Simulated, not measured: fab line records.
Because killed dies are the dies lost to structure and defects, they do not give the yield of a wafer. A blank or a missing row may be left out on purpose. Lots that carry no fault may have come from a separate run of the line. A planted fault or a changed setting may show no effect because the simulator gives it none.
A lot that was struck, set against a sound lot    flow gf180mcu    14 steps out of a route of 602
Sound: these wafers, L930.2, L930.3, L930.6. Wafers struck: L926.1, L926.2, L926.3. At the end, the cause is stated.
Per side, at each step with rows, come the tool, then ch with its chambers, and then its first start. Under that, the readings that differ: sound wafers    struck wafers    difference of the means    sigmas: that difference in standard deviations of wafers without a fault.
alike: readings whose means differ by less than 2 such deviations, and words and numbers that are the same on both sides. not compared: withheld readings, readings that some wafer has no value for, bounds like >300 that may hide the same value, and numbers for which the record gives no deviation and whose values overlap.
The two part at a step that has a row with sigmas, a row that says differs or no value, or rows on one side only. When numbers do not overlap yet have no deviation, they are printed without sigmas and do not part them. A reading that every wafer of one side lacks parts them only if that side has two wafers or more.

GF_M4_SPUTTER_01: material TiN, target thk 30 nm, time 25 s.
  sound: pvdSputter-02 at day 29 04:28; struck: pvdSputter-01 at day 28 03:06
  alike: throttleValvePct
GF_M4_SPUTTER_02: material AlCu, target thk 450 nm, time 23.9 s.
  sound: pvdSputter-02 at day 29 04:30; struck: pvdSputter-01 at day 28 03:08
  alike: throttleValvePct
GF_M4_SPUTTER_03: material Ti, target thk 10 nm, time 6.7 s.
  sound: pvdSputter-02 at day 29 04:32; struck: pvdSputter-01 at day 28 03:10
  alike: substrateTempC, throttleValvePct
GF_M4_SPUTTER_04: material TiN, target thk 50 nm, time 41.7 s.
  sound: pvdSputter-02 at day 29 04:33; struck: pvdSputter-01 at day 28 03:11
  alike: throttleValvePct
GF_M4_RS_MEAS_05: uses a four-point probe to measure.
  sound: filmMetro-02 at day 29 04:37; struck: filmMetro-04 at day 28 03:13
  alike: M4_ALCU_RS
GF_M4_THK_MEAS_06: measures by xrf.
  sound: filmMetro-02 at day 29 04:43; struck: filmMetro-04 at day 28 03:20
  alike: M4_ALCU_THK
then, 6 steps without rows for these wafers: GF_M4_DEHYDRATE_07 (time 60 s); GF_M4_HMDS_08 (prime time 60 s); GF_M4_COAT_09 (resist thk 1000 nm); GF_M4_SOFTBAKE_10 (time 60 s); GF_M4_EXPOSE_11 (exposes mask Metal4, target cd 280 nm); GF_M4_PEB_12 (peb time 90 s).
GF_M4_DEVELOP_13: develop time 60 s.
  sound on lithoTrack-02 ch 0, day 29 23:08; struck on lithoTrack-03, day 28 22:17
  no value came back on the struck wafers for chillPlateTempC (C), developTimeS (s); on the sound wafers chillPlateTempC (C) reads 23.10 23.26 23.26
reading                             sound              struck             difference  sigmas
model.KrF_of_M4_COAT_09.thkNm (nm)  987.5 986.9 987.7  998.5 999.3 994.7  +10.1       
GF_M4_CD_MEAS_14: target cd 280 nm.
  sound: cdSem-01 at day 29 23:17; struck: cdSem-01 at day 28 22:26
reading    sound              struck  difference                     sigmas
cdNm (nm)  280.5 280.7 281.6  - - -   no value on the struck wafers  

WHERE THEY PART
At GF_M4_DEVELOP_13 first; at GF_M4_CD_MEAS_14 last (within this record only).

WHY: the cause the simulator had injected
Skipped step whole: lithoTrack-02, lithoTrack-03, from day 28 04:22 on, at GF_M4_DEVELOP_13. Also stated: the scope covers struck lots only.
